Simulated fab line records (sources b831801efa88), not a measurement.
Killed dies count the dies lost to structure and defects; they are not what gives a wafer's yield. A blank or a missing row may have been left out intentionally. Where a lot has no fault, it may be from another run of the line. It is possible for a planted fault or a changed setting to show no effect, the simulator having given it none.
fab line records	flow sky130	part 1 of 2: steps 1 to 26 of 36
record lots=5	wafers=15	lastDay=50
route steps=708 shown PWDE@54 NWELL@56 VT_ADJUST_HVTP@85
lots that met no fault: from a run of the same line without faults
startH: the number of hours between the record's first day and the start of the first shown wafer of the lot	waitH: hours from the lot's prior step to this one	" unchanged from the row above	L1.1+2: one row covering several wafers at once	- no value present, or no start provided	* or withheld: withheld	< > ~ a bound
route shown NAME@n: a module of which the file shows steps, and the number in the route of the first	usual: mean/standard deviation taken from wafers without a fault	same: alike in all rows	chamber/n: place in a boat	sites: the reading at each site	_std_site: standard deviation across them	_edge_site: outer sites' mean less inner sites'	radiusMm: how far each site lies from the wafer's centre	mask NAME#n: copy n	behind: tool/chamber where the wafer was last shaped	hold: what put the lot on hold/how long, in hours/how the hold closed	device: the transistor (n, p or np) that didn't switch	end of line: the same wafers' tests at the end of the route	where a step has no rows: the recipe by itself	killed: the dies lost at the first sort to structure and to defects; this is not the yield of the wafer	map: a wafer's dies, marking killed ones x, the rest . and places with no die _
set.NAME: setting as actually run; set.NAME@STEP: the setting as run at that earlier step	model.NAME: the simulator's own value behind a step, which no gauge read
a table for each step, a row for each wafer; lots at some steps of the route
services: from which hour (startH, from the record's first day; less than 0 if before it) a tool's chamber was out of use, for how many hours, and why
## steps
# step SKY_PWDE_STRIP_09
# recipe chemistry=O2/N2	powerW=1400	pressureMtorr=1500	platenTempC=withheld	o2FlowSccm=3000	n2FlowSccm=300	overashFraction=0.5
# usual drypumpMotorCurrentA=5.4/0.44	oesProductAu=0.722/0.0043	stripTimeToEndpointS=36.96/0.087
lot.wafer	tool	chamber	startH	waitH	drypumpMotorCurrentA	oesProductAu	rfHoursCounterH	stripTimeToEndpointS
L079.1	plasmaAsher-04	1	111.80	0.1	5.2	0.731	41	37.09
L079.3	"	0	"	"	5.7	0.722	-	37.01
L079.5	"	1	"	"	5.2	0.721	-	36.97
L086.3	plasmaAsher-04	1	139.97	0.1	5.2	0.723	-	36.84
L086.4	"	0	"	"	5.7	0.729	-	36.88
L086.5	"	0	"	"	5.7	0.729	-	36.87
L085.2	plasmaAsher-03	0	139.97	0.1	4.9	0.727	2	36.86
L085.3	"	0	"	"	4.9	0.717	-	37.01
L085.4	"	1	"	"	4.9	0.727	-	36.96
L093.2	plasmaAsher-04	1	170.87	0.1	5.2	0.726	46	36.97
L093.5	"	0	"	"	5.7	0.729	-	36.88
L093.6	"	1	"	"	5.2	0.721	-	37.10
L097.4	plasmaAsher-04	1	196.95	0.1	5.2	0.719	-	36.94
L097.5	"	1	"	"	5.2	0.717	-	36.84
L097.6	"	0	"	"	5.7	0.726	-	36.85
# step SKY_PWDE_TW_MEAS_10
# usual PWDE_TW=376.8/2.7
lot.wafer	tool	chamber	startH	waitH	PWDE_TW
L079.1	filmMetro-02	-	111.90	0.1	376.1
L079.3	"	-	"	"	377.1
L079.5	"	-	"	"	375.6
L086.3	filmMetro-03	-	140.05	0.1	372.8
L086.4	"	-	"	"	371.9
L086.5	"	-	"	"	372.2
L085.2	filmMetro-02	-	140.08	0.1	373.0
L085.3	"	-	"	"	374.2
L085.4	"	-	"	"	372.6
L093.2	filmMetro-03	-	170.98	0.1	376.5
L093.5	"	-	"	"	375.6
L093.6	"	-	"	"	375.4
L097.4	filmMetro-03	-	197.05	0.1	374.2
L097.5	"	-	"	"	374.1
L097.6	"	-	"	"	374.8
# step SKY_NWELL_DEHYDRATE_03
# recipe tempC=200	timeS=60
# usual resistLineTempC=23.01/0.1
lot.wafer	tool	chamber	startH	waitH	resistLineTempC
L079.1	lithoTrack-01	0	120.92	9.0	23.00
L079.3	"	0	"	"	23.08
L079.5	"	0	"	"	22.95
L086.3	lithoTrack-01	0	148.72	8.7	22.89
L086.4	"	0	"	"	23.24
L086.5	"	0	"	"	22.85
L085.2	lithoTrack-03	0	148.74	8.6	22.97
L085.3	"	0	"	"	22.96
L085.4	"	0	"	"	23.08
L093.2	lithoTrack-04	0	181.31	10.3	23.27
L093.5	"	0	"	"	23.08
L093.6	"	0	"	"	23.00
L097.4	lithoTrack-04	0	207.76	10.7	23.18
L097.5	"	0	"	"	22.99
L097.6	"	0	"	"	23.17
# step SKY_NWELL_HMDS_04
# recipe primeTimeS=60	primeTempC=120
# usual resistLineTempC=23.02/0.1
lot.wafer	tool	chamber	startH	waitH	resistLineTempC
L079.1	lithoTrack-01	0	121.07	0.1	23.05
L079.3	"	0	"	"	23.06
L079.5	"	0	"	"	22.85
L086.3	lithoTrack-01	0	148.87	0.1	23.16
L086.4	"	0	"	"	23.08
L086.5	"	0	"	"	22.98
L085.2	lithoTrack-03	0	148.89	0.1	22.93
L085.3	"	0	"	"	22.90
L085.4	"	0	"	"	23.21
L093.2	lithoTrack-04	0	181.46	0.1	22.91
L093.5	"	0	"	"	22.94
L093.6	"	0	"	"	23.10
L097.4	lithoTrack-04	0	207.91	0.1	22.98
L097.5	"	0	"	"	23.05
L097.6	"	0	"	"	22.92
# step SKY_NWELL_COAT_05
# recipe spinRpm=2000	resistThkNm=3000
# usual resistLineTempC=22.99/0.11
lot.wafer	tool	chamber	startH	waitH	resistLineTempC
L079.1	lithoTrack-01	0	121.22	0.1	22.94
L079.3	"	0	"	"	22.91
L079.5	"	0	"	"	22.82
L086.3	lithoTrack-01	0	149.02	0.1	23.10
L086.4	"	0	"	"	23.06
L086.5	"	0	"	"	23.18
L085.2	lithoTrack-03	0	149.04	0.1	23.04
L085.3	"	0	"	"	22.86
L085.4	"	0	"	"	23.21
L093.2	lithoTrack-04	0	181.61	0.1	23.00
L093.5	"	0	"	"	23.02
L093.6	"	0	"	"	23.13
L097.4	lithoTrack-04	0	208.06	0.1	23.04
L097.5	"	0	"	"	23.12
L097.6	"	0	"	"	22.95
# step SKY_NWELL_SOFTBAKE_06
# recipe tempC=110	timeS=withheld
# usual resistLineTempC=22.98/0.1
lot.wafer	tool	chamber	startH	waitH	resistLineTempC
L079.1	lithoTrack-01	0	121.37	0.1	22.97
L079.3	"	0	"	"	23.15
L079.5	"	0	"	"	23.17
L086.3	lithoTrack-01	0	149.19	0.1	23.03
L086.4	"	0	"	"	22.96
L086.5	"	0	"	"	23.07
L085.2	lithoTrack-03	0	149.20	0.1	22.99
L085.3	"	0	"	"	22.96
L085.4	"	0	"	"	22.80
L093.2	lithoTrack-04	0	181.76	0.1	22.94
L093.5	"	0	"	"	22.92
L093.6	"	0	"	"	22.89
L097.4	lithoTrack-04	0	208.23	0.1	22.87
L097.5	"	0	"	"	22.95
L097.6	"	0	"	"	23.06
# step SKY_NWELL_EXPOSE_07
# recipe maskId=NWM	na=0.6	sourceShape=conventional	sigmaOuter=0.6	polarization=unpolarized	targetCdNm=840	doseMj=255
# usual exposureDoseMJCm2=255.03/0.25
lot.wafer	tool	chamber	startH	waitH	mask	exposureDoseMJCm2
L079.1	ilineStepper-01	0	-	-	NWM#0	254.98
L079.3	"	0	"	"	NWM#0	254.79
L079.5	"	0	"	"	NWM#0	254.68
L086.3	ilineStepper-02	0	-	-	NWM#0	255.32
L086.4	"	0	"	"	NWM#0	255.19
L086.5	"	0	"	"	NWM#0	255.32
L085.2	ilineStepper-02	0	-	-	NWM#0	255.39
L085.3	"	0	"	"	NWM#0	254.90
L085.4	"	0	"	"	NWM#0	255.15
L093.2	ilineStepper-02	0	-	-	NWM#0	254.87
L093.5	"	0	"	"	NWM#0	254.71
L093.6	"	0	"	"	NWM#0	254.68
L097.4	ilineStepper-01	0	-	-	NWM#0	254.69
L097.5	"	0	"	"	NWM#0	254.82
L097.6	"	0	"	"	NWM#0	254.85
# step SKY_NWELL_PEB_08
# recipe tempC=115	timeS=withheld
# usual resistLineTempC=22.99/0.11
lot.wafer	tool	chamber	startH	waitH	resistLineTempC
L079.1	lithoTrack-01	0	-	-	23.16
L079.3	"	0	"	"	23.07
L079.5	"	0	"	"	22.94
L086.3	lithoTrack-04	0	-	-	22.88
L086.4	"	0	"	"	22.91
L086.5	"	0	"	"	22.99
L085.2	lithoTrack-01	0	-	-	22.98
L085.3	"	0	"	"	22.96
L085.4	"	0	"	"	22.98
L093.2	lithoTrack-03	0	-	-	22.84
L093.5	"	0	"	"	23.05
L093.6	"	0	"	"	23.07
L097.4	lithoTrack-04	0	-	-	23.02
L097.5	"	0	"	"	22.98
L097.6	"	0	"	"	23.04
# step SKY_NWELL_DEVELOP_09
# recipe wallAngleDeg=90	developer=TMAH	developTimeS=60	devTempC=23
# usual resistLineTempC=23.01/0.12
lot.wafer	tool	chamber	startH	waitH	resistLineTempC
L079.1	lithoTrack-01	0	-	-	22.99
L079.3	"	0	"	"	23.05
L079.5	"	0	"	"	23.17
L086.3	lithoTrack-04	0	-	-	22.76
L086.4	"	0	"	"	22.82
L086.5	"	0	"	"	23.03
L085.2	lithoTrack-01	0	-	-	22.96
L085.3	"	0	"	"	22.83
L085.4	"	0	"	"	22.99
L093.2	lithoTrack-03	0	-	-	23.18
L093.5	"	0	"	"	23.14
L093.6	"	0	"	"	23.14
L097.4	lithoTrack-04	0	-	-	23.01
L097.5	"	0	"	"	23.03
L097.6	"	0	"	"	22.94
# step SKY_NWELL_OVL_MEAS_10
# usual NWELL_00_OVL=1.6/1.6
lot.wafer	tool	chamber	startH	waitH	NWELL_00_OVL[nm]
L079.1	overlay-01	-	130.62	-	1.5
L079.3	"	-	"	"	0.4
L079.5	"	-	"	"	2.3
L086.3	overlay-01	-	158.64	-	0.5
L086.4	"	-	"	"	2.0
L086.5	"	-	"	"	0.9
L085.2	overlay-02	-	158.78	-	2.4
L085.3	"	-	"	"	1.4
L085.4	"	-	"	"	1.8
L093.2	overlay-01	-	191.57	-	1.8
L093.5	"	-	"	"	4.9
L093.6	"	-	"	"	3.8
L097.4	overlay-02	-	219.10	-	-0.1
L097.5	"	-	"	"	1.1
L097.6	"	-	"	"	-0.8
# step SKY_NWELL_IMPLANT_11
# recipe species=P	energyKev=400	doseCm2=1.9e+13	tiltDeg=withheld
lot.wafer	tool	chamber	startH	waitH
L079.1+3+5	implanter-01	0	130.66	0.0
L086.3+4+5	implanter-01	0	158.72	0.1
L085.2+3+4	implanter-04	0	158.83	0.0
L093.2+5+6	implanter-03	0	191.62	0.0
L097.4+5+6	implanter-03	0	219.19	0.1
# step SKY_NWELL_IMPLANT_12
# recipe species=P	energyKev=120	doseCm2=1.3e+12	tiltDeg=withheld
lot.wafer	tool	chamber	startH	waitH
L079.1+3+5	implanter-01	0	130.81	0.1
L086.3+4+5	implanter-01	0	158.87	0.1
L085.2+3+4	implanter-04	0	158.98	0.1
L093.2+5+6	implanter-03	0	191.77	0.1
L097.4+5+6	implanter-03	0	219.34	0.1
# step SKY_NWELL_IMPLANT_13
# recipe species=P	energyKev=50	doseCm2=7e+11	tiltDeg=withheld
lot.wafer	tool	chamber	startH	waitH
L079.1+3+5	implanter-01	0	130.96	0.1
L086.3+4+5	implanter-01	0	159.02	0.1
L085.2+3+4	implanter-04	0	159.13	0.1
L093.2+5+6	implanter-03	0	191.92	0.1
L097.4+5+6	implanter-03	0	219.49	0.1
# step SKY_NWELL_STRIP_14
# recipe chemistry=O2/N2	powerW=1400	pressureMtorr=1500	platenTempC=withheld	o2FlowSccm=3000	n2FlowSccm=300	overashFraction=0.5
# usual drypumpMotorCurrentA=5.6/0.49	oesProductAu=0.722/0.0042	stripTimeToEndpointS=36.96/0.086
lot.wafer	tool	chamber	startH	waitH	drypumpMotorCurrentA	oesProductAu	rfHoursCounterH	stripTimeToEndpointS
L079.1	plasmaAsher-02	0	131.11	0.1	5.8	0.723	31	37.04
L079.3	"	0	"	"	5.8	0.715	-	36.89
L079.5	"	0	"	"	5.8	0.724	-	37.00
L086.3	plasmaAsher-01	0	159.15	0.1	6.0	0.720	-	36.96
L086.4	"	1	"	"	5.0	0.730	-	37.00
L086.5	"	0	"	"	6.0	0.726	-	37.03
L085.2	plasmaAsher-04	1	159.26	0.1	5.2	0.725	45	36.99
L085.3	"	0	"	"	5.7	0.726	-	36.85
L085.4	"	1	"	"	5.2	0.731	-	36.99
L093.2	plasmaAsher-04	0	192.05	0.1	5.7	0.721	48	36.76
L093.5	"	0	"	"	5.7	0.729	-	36.82
L093.6	"	1	"	"	5.2	0.724	-	36.76
L097.4	plasmaAsher-01	0	219.60	0.1	6.1	0.719	-	37.06
L097.5	"	0	"	"	6.1	0.712	-	36.97
L097.6	"	1	"	"	4.9	0.719	-	37.01
# step SKY_NWELL_TW_MEAS_15
# usual NWELL_TW=1832/13
lot.wafer	tool	chamber	startH	waitH	NWELL_TW
L079.1	filmMetro-04	-	131.21	0.1	1848
L079.3	"	-	"	"	1854
L079.5	"	-	"	"	1836
L086.3	filmMetro-03	-	159.24	0.1	1823
L086.4	"	-	"	"	1812
L086.5	"	-	"	"	1823
L085.2	filmMetro-02	-	159.37	0.1	1855
L085.3	"	-	"	"	1845
L085.4	"	-	"	"	1851
L093.2	filmMetro-04	-	192.16	0.1	1833
L093.5	"	-	"	"	1833
L093.6	"	-	"	"	1835
L097.4	filmMetro-04	-	219.70	0.1	1837
L097.5	"	-	"	"	1843
L097.6	"	-	"	"	1839
# step SKY_NWELL_DEHYDRATE_16
# recipe tempC=200	timeS=60
# usual resistLineTempC=22.98/0.11
lot.wafer	tool	chamber	startH	waitH	resistLineTempC
L079.1	lithoTrack-04	0	140.58	9.4	22.99
L079.3	"	0	"	"	23.01
L079.5	"	0	"	"	22.79
L086.3	lithoTrack-04	0	167.83	8.6	22.92
L086.4	"	0	"	"	23.01
L086.5	"	0	"	"	22.83
L085.2	lithoTrack-01	0	167.85	8.5	23.13
L085.3	"	0	"	"	23.12
L085.4	"	0	"	"	23.15
L093.2	lithoTrack-01	0	202.90	10.7	22.94
L093.5	"	0	"	"	23.04
L093.6	"	0	"	"	23.01
L097.4	lithoTrack-01	0	230.74	11.0	23.00
L097.5	"	0	"	"	22.97
L097.6	"	0	"	"	23.06
# step SKY_NWELL_HMDS_17
# recipe primeTimeS=60	primeTempC=120
# usual resistLineTempC=23.01/0.1
lot.wafer	tool	chamber	startH	waitH	resistLineTempC
L079.1	lithoTrack-04	0	140.73	0.1	22.87
L079.3	"	0	"	"	22.95
L079.5	"	0	"	"	23.02
L086.3	lithoTrack-04	0	167.98	0.1	23.15
L086.4	"	0	"	"	23.00
L086.5	"	0	"	"	23.05
L085.2	lithoTrack-01	0	168.00	0.1	22.94
L085.3	"	0	"	"	23.05
L085.4	"	0	"	"	23.03
L093.2	lithoTrack-01	0	203.05	0.1	23.01
L093.5	"	0	"	"	22.97
L093.6	"	0	"	"	22.95
L097.4	lithoTrack-01	0	230.89	0.1	22.99
L097.5	"	0	"	"	22.98
L097.6	"	0	"	"	23.12
# step SKY_NWELL_COAT_18
# recipe spinRpm=2000	resistThkNm=3000
# usual resistLineTempC=23.02/0.12
lot.wafer	tool	chamber	startH	waitH	resistLineTempC
L079.1	lithoTrack-04	0	140.88	0.1	23.03
L079.3	"	0	"	"	23.02
L079.5	"	0	"	"	23.16
L086.3	lithoTrack-04	0	168.13	0.1	23.07
L086.4	"	0	"	"	23.09
L086.5	"	0	"	"	23.06
L085.2	lithoTrack-01	0	168.15	0.1	23.10
L085.3	"	0	"	"	22.99
L085.4	"	0	"	"	23.03
L093.2	lithoTrack-01	0	203.20	0.1	23.00
L093.5	"	0	"	"	22.91
L093.6	"	0	"	"	22.85
L097.4	lithoTrack-01	0	231.04	0.1	23.11
L097.5	"	0	"	"	23.02
L097.6	"	0	"	"	22.81
# step SKY_NWELL_SOFTBAKE_19
# recipe tempC=110	timeS=withheld
# usual resistLineTempC=22.99/0.092
lot.wafer	tool	chamber	startH	waitH	resistLineTempC
L079.1	lithoTrack-04	0	141.03	0.1	23.06
L079.3	"	0	"	"	23.06
L079.5	"	0	"	"	22.86
L086.3	lithoTrack-04	0	168.30	0.1	22.93
L086.4	"	0	"	"	23.05
L086.5	"	0	"	"	23.05
L085.2	lithoTrack-01	0	168.30	0.1	22.85
L085.3	"	0	"	"	22.94
L085.4	"	0	"	"	22.80
L093.2	lithoTrack-01	0	203.35	0.1	22.98
L093.5	"	0	"	"	22.83
L093.6	"	0	"	"	22.98
L097.4	lithoTrack-01	0	231.22	0.1	23.09
L097.5	"	0	"	"	23.00
L097.6	"	0	"	"	22.86
# step SKY_NWELL_EXPOSE_20
# recipe maskId=NWM_COMPLEMENT	na=0.6	sourceShape=conventional	sigmaOuter=0.6	polarization=unpolarized	targetCdNm=840	doseMj=260
# usual exposureDoseMJCm2=259.97/0.27
lot.wafer	tool	chamber	startH	waitH	mask	exposureDoseMJCm2
L079.1	ilineStepper-01	0	-	-	NWM_COMPLEMENT#0	259.99
L079.3	"	0	"	"	NWM_COMPLEMENT#0	260.03
L079.5	"	0	"	"	NWM_COMPLEMENT#0	259.97
L086.3	ilineStepper-02	0	-	-	NWM_COMPLEMENT#0	259.99
L086.4	"	0	"	"	NWM_COMPLEMENT#0	260.20
L086.5	"	0	"	"	NWM_COMPLEMENT#0	259.65
L085.2	ilineStepper-01	0	-	-	NWM_COMPLEMENT#0	259.97
L085.3	"	0	"	"	NWM_COMPLEMENT#0	259.78
L085.4	"	0	"	"	NWM_COMPLEMENT#0	260.15
L093.2	ilineStepper-01	0	-	-	NWM_COMPLEMENT#0	260.35
L093.5	"	0	"	"	NWM_COMPLEMENT#0	260.07
L093.6	"	0	"	"	NWM_COMPLEMENT#0	260.43
L097.4	ilineStepper-01	0	-	-	NWM_COMPLEMENT#0	259.81
L097.5	"	0	"	"	NWM_COMPLEMENT#0	260.01
L097.6	"	0	"	"	NWM_COMPLEMENT#0	259.47
# step SKY_NWELL_PEB_21
# recipe tempC=115	timeS=withheld
# usual resistLineTempC=22.99/0.11
lot.wafer	tool	chamber	startH	waitH	resistLineTempC
L079.1	lithoTrack-03	0	-	-	23.04
L079.3	"	0	"	"	22.99
L079.5	"	0	"	"	22.82
L086.3	lithoTrack-03	0	-	-	23.13
L086.4	"	0	"	"	23.03
L086.5	"	0	"	"	23.07
L085.2	lithoTrack-04	0	-	-	23.03
L085.3	"	0	"	"	22.97
L085.4	"	0	"	"	23.03
L093.2	lithoTrack-04	0	-	-	22.95
L093.5	"	0	"	"	22.98
L093.6	"	0	"	"	23.05
L097.4	lithoTrack-04	0	-	-	22.98
L097.5	"	0	"	"	22.99
L097.6	"	0	"	"	23.06
# step SKY_NWELL_DEVELOP_22
# recipe wallAngleDeg=90	developer=TMAH	developTimeS=60	devTempC=23
# usual resistLineTempC=23.02/0.097
lot.wafer	tool	chamber	startH	waitH	resistLineTempC
L079.1	lithoTrack-03	0	-	-	23.13
L079.3	"	0	"	"	22.96
L079.5	"	0	"	"	22.95
L086.3	lithoTrack-03	0	-	-	23.07
L086.4	"	0	"	"	22.99
L086.5	"	0	"	"	23.03
L085.2	lithoTrack-04	0	-	-	23.03
L085.3	"	0	"	"	22.93
L085.4	"	0	"	"	23.06
L093.2	lithoTrack-04	0	-	-	22.91
L093.5	"	0	"	"	23.09
L093.6	"	0	"	"	23.02
L097.4	lithoTrack-04	0	-	-	22.81
L097.5	"	0	"	"	23.04
L097.6	"	0	"	"	22.94
# step SKY_NWELL_OVL_MEAS_23
# usual NWELL_01_OVL=2.0/1.5
lot.wafer	tool	chamber	startH	waitH	NWELL_01_OVL[nm]
L079.1	overlay-02	-	149.71	-	1.8
L079.3	"	-	"	"	1.9
L079.5	"	-	"	"	1.7
L086.3	overlay-01	-	179.43	-	3.8
L086.4	"	-	"	"	-0.3
L086.5	"	-	"	"	2.5
L085.2	overlay-01	-	179.74	-	1.9
L085.3	"	-	"	"	1.3
L085.4	"	-	"	"	0.9
L093.2	overlay-02	-	214.54	-	1.2
L093.5	"	-	"	"	1.7
L093.6	"	-	"	"	0.9
L097.4	overlay-01	-	242.50	-	-1.2
L097.5	"	-	"	"	1.3
L097.6	"	-	"	"	1.0
# step SKY_NWELL_IMPLANT_24
# recipe species=B	energyKev=140	doseCm2=9.2e+12	tiltDeg=withheld
lot.wafer	tool	chamber	startH	waitH
L079.1+3+5	implanter-03	0	149.75	0.0
L086.3+4+5	implanter-01	0	179.50	0.1
L085.2+3+4	implanter-04	0	179.79	0.0
L093.2+5+6	implanter-03	0	214.59	0.0
L097.4+5+6	implanter-01	0	242.59	0.1
# step SKY_NWELL_STRIP_25
# recipe chemistry=O2/N2	powerW=1400	pressureMtorr=1500	platenTempC=withheld	o2FlowSccm=3000	n2FlowSccm=300	overashFraction=0.5
# usual drypumpMotorCurrentA=5.7/0.48	oesProductAu=0.723/0.0047	stripTimeToEndpointS=36.96/0.098
lot.wafer	tool	chamber	startH	waitH	drypumpMotorCurrentA	oesProductAu	rfHoursCounterH	stripTimeToEndpointS
L079.1	plasmaAsher-04	1	149.90	0.1	5.2	0.725	44	36.78
L079.3	"	0	"	"	5.7	0.721	-	36.76
L079.5	"	1	"	"	5.2	0.724	-	36.77
L086.3	plasmaAsher-04	0	179.63	0.1	5.7	0.715	-	37.14
L086.4	"	1	"	"	5.2	0.730	-	36.86
L086.5	"	1	"	"	5.2	0.720	-	36.85
L085.2	plasmaAsher-01	1	179.92	0.1	4.9	0.727	49	37.08
L085.3	"	1	"	"	5.0	0.720	-	36.94
L085.4	"	0	"	"	6.1	0.717	-	37.08
L093.2	plasmaAsher-02	0	214.72	0.1	5.9	0.720	40	36.96
L093.5	"	1	"	"	6.4	0.727	-	36.89
L093.6	"	0	"	"	5.9	0.721	-	36.99
L097.4	plasmaAsher-02	0	242.70	0.1	5.8	0.715	-	36.94
L097.5	"	1	"	"	6.4	0.713	-	37.07
L097.6	"	0	"	"	5.8	0.731	-	36.90
# step SKY_NWELL_TW_MEAS_26
# usual NWELL_2_TW=500/3.2
lot.wafer	tool	chamber	startH	waitH	NWELL_2_TW
L079.1	filmMetro-03	-	150.00	0.1	497
L079.3	"	-	"	"	498
L079.5	"	-	"	"	498
L086.3	filmMetro-04	-	179.72	0.1	496
L086.4	"	-	"	"	499
L086.5	"	-	"	"	495
L085.2	filmMetro-02	-	180.03	0.1	502
L085.3	"	-	"	"	503
L085.4	"	-	"	"	501
L093.2	filmMetro-02	-	214.83	0.1	500
L093.5	"	-	"	"	501
L093.6	"	-	"	"	503
L097.4	filmMetro-02	-	242.80	0.1	501
L097.5	"	-	"	"	499
L097.6	"	-	"	"	496
